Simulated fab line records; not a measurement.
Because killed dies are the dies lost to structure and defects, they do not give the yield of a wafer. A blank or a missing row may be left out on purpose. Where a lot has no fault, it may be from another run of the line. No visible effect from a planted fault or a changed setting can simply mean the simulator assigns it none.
Problem report in the 8D (eight disciplines) form, filled by code | flow gf180mcu | the parts of the form that need people (team, actions taken, sign-off) are left out

1. THE ISSUE
PSD_TW at GF_PSD_TW_MEAS_11 reads a mean of 3060 on 9 wafers of 3 lots; wafers without a fault read 3198 with a standard deviation of 20. That puts it -6.9 standard deviations away from the usual mean.
Earliest sighting: wafer L227.4 on filmMetro-01 at day 16 19:53. The record has a number at this step for 33 wafers belonging to 11 lots. By rule, "out" or "out of limits" means more than 4 standard deviations away from the usual mean. All remaining wafers that have a number are taken as sound.

2. WHAT IT IS, AND WHAT IT ISN'T
question                    | is                         | is not
which readings at this step | PSD_TW                     | -
which lots                  | L227, L229, L231           | L220, L221, L222, L224, L225, L238, L241, L243
which wafers of those lots  | all that have a number     | -
read on which gauges        | filmMetro-01, filmMetro-04 | filmMetro-02
when                        | from day 16 19:53          | up to then (15 sound wafers); but 9 sound wafers of L238, L241, L243 came after

3. THE SUSPECTS, EACH WITH WHAT RULES IT OUT
Counting: any tool at a process step up to the reading is kept as a suspect provided that every lot that is out went through it and no sound lot did after the first of them.
- the gauge at GF_PSD_TW_MEAS_11 is ruled out. 2 gauges (filmMetro-01, filmMetro-04) read the wafers that are out.
- implanter-04 at GF_PSD_IMPLANT_09: kept. All lots that are out passed through it, beginning with L227 at day 16 19:41, and no sound lot followed; its final sound lot before that point was L225 at day 16 00:52. Out on those wafers are its own readings of doseIonsCm2, faradayCurrentUA.
After counting, what remains is implanter-04 at GF_PSD_IMPLANT_09.

4. THE CAUSE (what the simulator had put in)
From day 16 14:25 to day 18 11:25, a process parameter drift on implanter-04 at GF_PSD_IMPLANT_09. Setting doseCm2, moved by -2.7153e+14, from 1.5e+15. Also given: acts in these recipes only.
Only this tool survived the counting.

5. THE EFFECT CHAIN, in route order
One row per reading whose mean, taken over the struck wafers that have a number, lies over 3 standard deviations from the usual. Readings are gone through only where the record gives a usual standard deviation; hours: the median, over the lots, of the time from a lot's start at the first step in this table giving one to that lot's start at this step; sigmas: the change measured in usual standard deviations.
hours | step              | reading              | usual         | on struck wafers | change      | sigmas
0     | GF_PSD_IMPLANT_09 | doseIonsCm2          | 1.5001e+15    | 1.2287e+15       | -2.7139e+14 | -99 or more
0     | GF_PSD_IMPLANT_09 | faradayCurrentUA     | 8244          | 6804             | -1440       | -9.6
0     | GF_PSD_STRIP_10   | stripTimeToEndpointS | 16.51 s       | 15.90            | -0.61       | -15
0     | GF_PSD_TW_MEAS_11 | PSD_TW               | 3198          | 3060             | -138        | -6.9
1     | GF_PSD_RS_MEAS_15 | PSD_RS               | 108.54 ohm/sq | 118.79           | +10.25      | +35
Here are the process steps it includes:
- GF_PSD_IMPLANT_09
- GF_PSD_STRIP_10: strips in O2/N2.

6. HOW IT WOULD HAVE BEEN CAUGHT EARLIER
In this record the first reading out of limits at a measuring or inspecting step was taken at day 16 19:53, 5 hours after the fault began at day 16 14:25.
The tool's own readings at GF_PSD_IMPLANT_09 were out on every struck wafer that the step has a row for (doseIonsCm2, faradayCurrentUA): an alarm limit on them would have fired on the first of those.
Lots out: 3; of these, L229, L231 started GF_PSD_IMPLANT_09 on implanter-04 after day 16 19:53. A hold on the tool at that time would have spared those 2.
